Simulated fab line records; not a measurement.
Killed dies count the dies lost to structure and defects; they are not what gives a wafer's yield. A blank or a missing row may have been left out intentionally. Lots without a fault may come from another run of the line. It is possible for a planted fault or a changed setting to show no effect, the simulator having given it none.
A struck lot beside a sound one	flow gf180mcu	43 out of 602 route steps
Sound: these wafers, L405.1, L405.2, L405.6. Struck: wafers L417.2, L417.6 (left out: L417.1, a lot-mate that was not struck); the cause follows at the end.
Order at every step that has rows: each side's tool, ch and its chambers, its first start. Under that, the readings that differ: sound wafers	struck wafers	difference of the means	sigmas: that difference in standard deviations of wafers without a fault.
alike: words and numbers the same on both sides, and readings whose means are apart by under 2 such deviations; not compared: readings that were withheld, readings missing a value for some wafer, numbers with overlapping values and no deviation given by the record, and bounds like >300 which may hide the same value.
A row with sigmas, a row that says differs or no value, or rows on one side alone: a step with any of these is where the two part. When numbers do not overlap yet have no deviation, they are printed without sigmas and do not part them. A reading that every wafer of one side lacks parts them only if that side has two wafers or more.

GF_HV_LDD_ETCHBACK_58: etches Si3N4 in CH3F/O2, stops on SiO2, time 100 s, target depth 90 nm.
  sound on rie diel-04 ch 0,3, day 13 13:05; struck on rie diel-04 ch 0,2, day 17 22:36
  alike: drypump motor current A, oes product au, rf fwd power W, throttle valve pct
  not compared: rf hours counter h
then, 7 steps without rows for these wafers: GF_NSD_DEHYDRATE_00 (time 60 s); GF_NSD_HMDS_01 (prime time 60 s); GF_NSD_COAT_02 (resist thk 1000 nm); GF_NSD_SOFTBAKE_03 (time 60 s); GF_NSD_EXPOSE_04 (exposes mask Nplus, target cd 400 nm); GF_NSD_PEB_05; GF_NSD_DEVELOP_06 (develop time 60 s).
GF_NSD_CD_MEAS_07: the cd target is 400 nm.
  sound on cd sem-01, day 14 10:13; struck on cd sem-02, day 18 22:05
  alike: cd nm
GF_NSD_OVL_MEAS_08:
  sound on overlay-01, day 14 10:20; struck on overlay-02, day 18 22:12
  alike: NSD_OVL
then, 2 steps without rows for these wafers: GF_NSD_IMPLANT_09; GF_NSD_IMPLANT_10.
GF_NSD_STRIP_11: strips in O2/N2.
  sound on plasma asher-01 ch 0,1, day 14 10:41; struck on plasma asher-01 ch 1, day 18 22:32
  alike: drypump motor current A, heater power w, oes product au, strip time to endpoint s
  not compared: rf hours counter h
GF_NSD_TW_MEAS_12:
  sound on film metro-04, day 14 10:47; struck on film metro-02, day 18 22:38
  alike: NSD_TW
then, 7 steps without rows for these wafers: GF_PSD_DEHYDRATE_00 (time 60 s); GF_PSD_HMDS_01 (prime time 60 s); GF_PSD_COAT_02 (resist thk 1000 nm); GF_PSD_SOFTBAKE_03 (time 60 s); GF_PSD_EXPOSE_04 (exposes mask Pplus, target cd 400 nm); GF_PSD_PEB_05; GF_PSD_DEVELOP_06 (develop time 60 s).
GF_PSD_CD_MEAS_07: the cd target is 400 nm.
  sound on cd sem-01, day 15 07:51; struck on cd sem-01, day 19 22:12
  alike: cd nm
GF_PSD_OVL_MEAS_08:
  sound on overlay-02, day 15 07:58; struck on overlay-01, day 19 22:19
  alike: PSD_OVL
then, 1 step without rows for these wafers: GF_PSD_IMPLANT_09.
GF_PSD_STRIP_10: strips in O2/N2.
  sound on plasma asher-02 ch 0,1, day 15 08:13; struck on plasma asher-04 ch 0, day 19 22:31
  alike: drypump motor current A, heater power w, oes product au, strip time to endpoint s
  not compared: rf hours counter h
GF_PSD_TW_MEAS_11:
  sound on film metro-02, day 15 08:19; struck on film metro-03, day 19 22:37
  alike: PSD_TW
then, 1 step without rows for these wafers: GF_PSD_CLEAN_12 (cleans in SC1/SC2, time 150 s).
GF_PSD_RTA_13: time 20 s.
  sound on rtp anneal-01 ch 0, day 15 08:25; struck on rtp anneal-02 ch 0, day 19 22:43
  alike: lamp power pct, wafer_temp_C_max
GF_PSD_RS_MEAS_14: the measuring method here is four-point-probe.
  sound on film metro-02, day 15 08:30; struck on film metro-04, day 19 22:49
  alike: NSD_RS
GF_PSD_RS_MEAS_15: the measuring method here is four-point-probe.
  sound on film metro-02, day 15 08:37; struck on film metro-04, day 19 22:56
  alike: PSD_RS
GF_SAB_CVD_00: deposits SiO2 from TEOS, target thk 50 nm, time 4.9302 s.
  sound on pecvd-01 ch 0,2, day 15 08:44; struck on pecvd-02 ch 0,2, day 19 23:03
  alike: heater power w, rf fwd power W
GF_SAB_THK_MEAS_01:
  sound on film metro-03, day 15 08:46; struck on film metro-03, day 19 23:04
  alike: SAB_CVD_00_THK
then, 7 steps without rows for these wafers: GF_SAB_DEHYDRATE_02 (time 60 s); GF_SAB_HMDS_03 (prime time 60 s); GF_SAB_COAT_04 (resist thk 1000 nm); GF_SAB_SOFTBAKE_05 (time 60 s); GF_SAB_EXPOSE_06 (exposes mask SAB, target cd 420 nm); GF_SAB_PEB_07; GF_SAB_DEVELOP_08 (develop time 58.71 s).
GF_SAB_CD_MEAS_09: the cd target is 420 nm.
  sound on cd sem-01, day 16 06:26; struck on cd sem-02, day 20 23:01
  alike: cd nm
GF_SAB_OVL_MEAS_10:
  sound on overlay-02, day 16 06:33; struck on overlay-01, day 20 23:08
  alike: SAB_OVL
GF_SAB_ETCH_11: etches SiO2 in C4F8/O2/Ar, target depth 55 nm, time 8.5 s.
  sound on rie diel-02 ch 1,2, day 16 06:35; struck on rie diel-01 ch 0,2, day 20 23:11
  alike: oes product au, rf fwd power W
  not compared: rf hours counter h
-- the record jumps here: 13 days lie between the struck wafers' starts before and after (it left off in module SAB and takes up again in module PASSIVATION, whose first step shown is number 602 of the route) --
GF_PASSIVATION_PROBE_99:
  only the struck wafers here have rows in the record (prober-01, day 33 12:55); the sound ones have none

## WHERE THEY PART
Within this record, at GF_PASSIVATION_PROBE_99 only.

WHY: whatever the simulator had introduced
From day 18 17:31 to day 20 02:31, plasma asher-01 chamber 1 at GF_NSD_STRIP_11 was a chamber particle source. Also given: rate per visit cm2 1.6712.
